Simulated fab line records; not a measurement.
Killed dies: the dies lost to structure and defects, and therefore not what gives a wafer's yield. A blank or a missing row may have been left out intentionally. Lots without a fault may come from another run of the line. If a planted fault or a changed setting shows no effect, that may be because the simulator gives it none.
Problem report, 8D (eight disciplines) form, completed by code -- flow gf180mcu -- the parts of the form that need people (team, actions taken, sign-off) are left out

== 1. WHAT IS WRONG ==
At GF_HV_LDD_CD_MEAS_07, cd_nm averages 429.3 nm over 3 wafers from 3 lots, while fault-free wafers read 400.2 nm, standard deviation 2.1. That puts it +14 standard deviations away from the usual mean.
The step: target cd 400 nm.
First observed at day 12 22:02: wafer L234.5, on cd_sem-02. At this step, 36 wafers from 13 lots have a number in the record. By rule, "out" or "out of limits" means more than 4 standard deviations away from the usual mean. All remaining wafers that have a number are taken as sound.

== 2. WHAT IT IS, WHAT IT ISN'T ==
question,is,is not
which readings at this step,cd_nm,-
which lots,"L234, L235, L238","L225, L227, L228, L230, L231, L232, L240, L243, L245, L248"
which wafers of those lots,"L234.5, L235.5, L238.2","L234.3, L235.6, L238.6"
read on which gauges,"cd_sem-01, cd_sem-02",-
when,from day 12 22:02,"up to then (19 sound wafers); but 14 sound wafers of L235, L238, L240, L243, L245, L248 came after"

== 3. WHAT RULES OUT EACH SUSPECT ==
Counting: if a tool at a process step up to the reading ran every lot that is out, it stays a suspect. Sound lots after the first of them don't rule it out here, since some wafers of a struck lot are sound.
- the gauge at GF_HV_LDD_CD_MEAS_07: ruled out. Those wafers that are out were read across 2 gauges (cd_sem-01, cd_sem-02).
- litho_track-01 at GF_HV_LDD_COAT_02 (resist thk 1000 nm): kept. Ran every lot that is out, first one L234 (day 12 11:32); last sound lot up to then L232 (day 11 23:44).
After counting, what remains is litho_track-01 at GF_HV_LDD_COAT_02.

== 4. THE CAUSE (what the simulator had put in) ==
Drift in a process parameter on litho_track-01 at GF_HV_LDD_COAT_02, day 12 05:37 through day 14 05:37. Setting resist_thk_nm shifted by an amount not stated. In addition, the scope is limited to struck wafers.
Only this tool survived the counting.

== 5. SEQUENCE OF EFFECTS, ordered by route ==
Each row: a reading where the mean over the struck wafers with a number is more than 3 standard deviations away from the usual. Only readings whose record carries a usual standard deviation are examined. hours: median over the lots of the time between each lot's start at the first step of this table that gives one and its start at this step. sigmas: the change, counted in usual standard deviations.
hours,step,reading,usual,on struck wafers,change,sigmas
0,GF_HV_LDD_CD_MEAS_07,cd_nm,400.2 nm,429.3,+29.1,+14
0,GF_HV_LDD_STRIP_10,oes_product_au,0.716 a.u.,0.621,-0.095,-19
0,GF_HV_LDD_STRIP_10,strip_time_to_endpoint_s,12.63 s,9.37,-3.26,-99 or more
Its process steps:
- GF_HV_LDD_STRIP_10: strips in O2/N2.
Later steps that measure or inspect, where all struck wafers having a row at the step show a number for every such reading and not one has moved that far: GF_HV_LDD_OVL_MEAS_32.

== 6. HOW IT WOULD HAVE BEEN CAUGHT EARLIER ==
In this record the first reading out of limits at a measuring or inspecting step was taken at day 12 22:02, 16 hours after the fault began at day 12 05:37.
Of the tool readings at GF_HV_LDD_COAT_02 for which the record gives a usual standard deviation, none was out on any struck wafer, so an alarm limit of 4 standard deviations on them would not have fired.
Lots out: 3; of these, L235, L238 started GF_HV_LDD_COAT_02 on litho_track-01 after day 12 22:02. A hold on the tool at that time would have spared those 2.
